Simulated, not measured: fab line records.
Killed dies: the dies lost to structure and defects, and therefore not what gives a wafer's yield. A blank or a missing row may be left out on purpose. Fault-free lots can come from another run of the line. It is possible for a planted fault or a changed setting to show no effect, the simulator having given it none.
Matching of chambers || flow gf180mcu || pecvd-02 running GF_V5_CVD_02: 3 sister chambers
The step deposits SiO2 from TEOS, target thk 1450 nm, time 163.28 s. 14 wafers are shown with their chamber, then 7 later ones without.

== WAFERS PAIRED WITH THEIR CHAMBERS ==
{"wafer": "L079.1", "chamber": 1, "heater power w (W)": 571}
{"wafer": "L079.4", "chamber": 2, "heater power w (W)": 674}
{"wafer": "L079.6", "chamber": 1, "heater power w (W)": 629}
{"wafer": "L080.1", "chamber": 1, "heater power w (W)": 627}
{"wafer": "L080.4", "chamber": 1, "heater power w (W)": 517}
{"wafer": "L080.6", "chamber": 2, "heater power w (W)": 544}
{"wafer": "L083.1", "chamber": 1, "heater power w (W)": 524}
{"wafer": "L083.2", "chamber": 0, "heater power w (W)": 541}
{"wafer": "L083.3", "chamber": 2, "heater power w (W)": 604}
{"wafer": "L090.1", "chamber": 1, "heater power w (W)": 649}
{"wafer": "L090.2", "chamber": 2, "heater power w (W)": 695}
{"wafer": "L090.3", "chamber": 0, "heater power w (W)": 659}
{"wafer": "L091.1", "chamber": 2, "heater power w (W)": 659}
{"wafer": "L091.2", "chamber": 1, "heater power w (W)": 599}

SIGNATURES (means of the wafers above)
{"reading": "heater power w", "chamber 0": 600.00, "chamber 1": 588.00, "chamber 2": 635.20, "scatter within a chamber": 59.1}
Rule: a wafer's distance from a chamber is the root of the sum, over the readings, of the square of ((its reading less the chamber's mean) divided by the reading's scatter). The wafer belongs to the nearest chamber; if the next one is less than 2 further off, it can't be placed. The scatter: take each reading less its chamber's mean, square it, sum over the shown wafers, divide by the number of wafers less the number of chambers, and take the root.

== WAFERS MISSING THEIR CHAMBER ==
{"wafer": "L091.3", "heater power w (W)": 588}
{"wafer": "L091.4", "heater power w (W)": 628}
{"wafer": "L091.5", "heater power w (W)": 640}
{"wafer": "L091.6", "heater power w (W)": 541}
{"wafer": "L093.4", "heater power w (W)": 517}
{"wafer": "L093.5", "heater power w (W)": 537}
{"wafer": "L093.6", "heater power w (W)": 515}

== WHICH CHAMBER EACH WENT THROUGH ==
{"wafer": "L091.3", "from the rows above": "can't be placed: 1 or 0 or 2", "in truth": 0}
{"wafer": "L091.4", "from the rows above": "can't be placed: 2 or 0 or 1", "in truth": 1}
{"wafer": "L091.5", "from the rows above": "can't be placed: 2 or 0 or 1", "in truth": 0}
{"wafer": "L091.6", "from the rows above": "can't be placed: 1 or 0 or 2", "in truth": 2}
{"wafer": "L093.4", "from the rows above": "can't be placed: 1 or 0 or 2", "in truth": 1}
{"wafer": "L093.5", "from the rows above": "can't be placed: 1 or 0 or 2", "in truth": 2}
{"wafer": "L093.6", "from the rows above": "can't be placed: 1 or 0 or 2", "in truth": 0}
Correct placement for 0 of the 7. Unplaceable from these rows: 7, with the true chamber sitting among the candidates in 7. Wrongly placed: 0.
